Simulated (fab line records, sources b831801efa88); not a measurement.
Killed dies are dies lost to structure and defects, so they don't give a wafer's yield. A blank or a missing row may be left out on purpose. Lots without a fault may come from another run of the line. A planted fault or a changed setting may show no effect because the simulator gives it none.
Chamber matching | flow sky130 | SKY_VIA2_ETCH_15 on rie_diel-03: 4 sister chambers
The step etches SiO2 in C4F8/O2/Ar, stops on TiN, target depth 546 nm, time 84 s. 4 wafers are shown with their chamber, then 12 later ones without.

WAFERS WITH THEIR CHAMBER
wafer  | chamber | oes_product_au (a.u.)
L088.5 | 0       | 0.948
L090.1 | 3       | 0.942
L090.2 | 1       | 0.942
L090.3 | 2       | 0.938

WAFERS WITHOUT THEIR CHAMBER
wafer  | oes_product_au (a.u.)
L090.4 | 0.935
L090.5 | 0.937
L090.6 | 0.942
L091.1 | 0.940
L091.2 | 0.931
L091.3 | 0.935
L091.4 | 0.939
L091.5 | 0.936
L091.6 | 0.935
L093.2 | 0.947
L093.4 | 0.936
L093.6 | 0.939

WHICH CHAMBER EACH WENT THROUGH
wafer  | from the rows above          | in truth
L090.4 | can't be placed: 2 or 1 or 3 | 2
L090.5 | can't be placed: 2 or 1 or 3 | 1
L090.6 | can't be placed: 1 or 3 or 2 | 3
L091.1 | can't be placed: 1 or 2 or 3 | 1
L091.2 | can't be placed: 2 or 1 or 3 | 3
L091.3 | can't be placed: 2 or 1 or 3 | 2
L091.4 | can't be placed: 2 or 1 or 3 | 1
L091.5 | can't be placed: 2 or 1 or 3 | 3
L091.6 | can't be placed: 2 or 1 or 3 | 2
L093.2 | can't be placed: 0 or 1 or 3 | 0
L093.4 | can't be placed: 2 or 1 or 3 | 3
L093.6 | can't be placed: 2 or 1 or 3 | 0
Placed correctly: 0 of 12. Can't be placed from these rows: 12 (the true chamber is among the candidates in 11). Placed wrongly: 0.
How it was worked out, from the rows above alone: a wafer's distance from a chamber is the root of the sum, over the readings, of the square of ((its reading less the chamber's mean) divided by the reading's scatter). The wafer belongs to the nearest chamber; if the next one is less than 2 further off, it can't be placed. A chamber's mean is the mean of its shown wafers. The scatter: with one shown wafer a chamber, the root of the mean of the squares of how far each hidden wafer lies from its nearest shown one.
